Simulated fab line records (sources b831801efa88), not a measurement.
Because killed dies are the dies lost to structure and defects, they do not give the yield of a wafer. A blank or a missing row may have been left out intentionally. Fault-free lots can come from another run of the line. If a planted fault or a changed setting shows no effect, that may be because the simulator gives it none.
Code-filled problem report in 8D (eight disciplines) form | flow gf180mcu | the parts of the form that need people (team, actions taken, sign-off) are left out

== 1. THE PROBLEM ==
rotationDeg at GF_HV_LDD_IMPLANT_33 reads a mean of -75.013 degrees on 6 wafers of 2 lots; wafers without a fault read 0.003 degrees with a standard deviation of 0.023. That is -99 or more standard deviations from the usual mean.
First observed at day 13 12:05: wafer L262.4, on implanter-04. At this step, 42 wafers from 14 lots have a number in the record. By rule, "out" or "out of limits" means more than 4 standard deviations away from the usual mean. The other wafers with a number count as sound.

== 2. WHAT IT IS, WHAT IT ISN'T ==
question                    | is                     | is not
which readings at this step | rotationDeg            | -
which lots                  | L262, L263             | L256, L257, L259, L268, L272, L273, L274, L275, L276, L277, L278, L279
which wafers of those lots  | all that have a number | -
read on which tools         | implanter-04           | implanter-02, implanter-03
when                        | from day 13 12:05      | up to then (9 sound wafers); but 27 sound wafers of L268, L272, L273, L274, L275, L276, L277, L278, L279 came after

== 3. SUSPECTS, AND WHAT RULES EACH OUT ==
Counting: a tool stays on the suspect list if, at a process step up to the reading, it processed all lots that are out and no sound lot following the first of them.
- plasmaAsher-01 at GF_VT_IMPLANT_STRIP_09 (strips in O2/N2): kept. It ran every lot that is out, first L262 (day 7 03:22), and no sound lot after that; its last sound lot up to then is L257 (day 5 23:27).
- implanter-04 at GF_HV_LDD_IMPLANT_33: ruled out as a lasting fault. Following L262 (day 13 12:05), the first lot on it that is out, the sound lots L275, L277, L276, L278 were run on it.
Remaining after the count: plasmaAsher-01 at GF_VT_IMPLANT_STRIP_09.

== 4. THE CAUSE (what the simulator had put in) ==
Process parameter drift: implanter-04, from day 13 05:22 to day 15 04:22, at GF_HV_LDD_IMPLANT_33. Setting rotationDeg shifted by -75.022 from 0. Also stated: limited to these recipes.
Counting ruled it out, wrongly.

== 5. THE EFFECT CHAIN, in route order ==
Each row: a reading whose mean over the struck wafers that have a number lies more than 3 standard deviations from the usual. Only readings for which the record gives a usual standard deviation are gone through. hours: the time from each lot's start at the first step in this table that gives one to its start at this step, as a median over the lots. sigmas: the change in usual standard deviations.
hours | step                 | reading     | usual         | on struck wafers | change  | sigmas
0     | GF_HV_LDD_IMPLANT_33 | rotationDeg | 0.003 degrees | -75.013          | -75.016 | -99 or more
It contains these process steps:
- GF_HV_LDD_IMPLANT_33

== 6. HOW IT WOULD HAVE BEEN CAUGHT EARLIER ==
In this record the first reading out of limits was taken at day 13 12:05, 7 hours after the fault began at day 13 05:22.
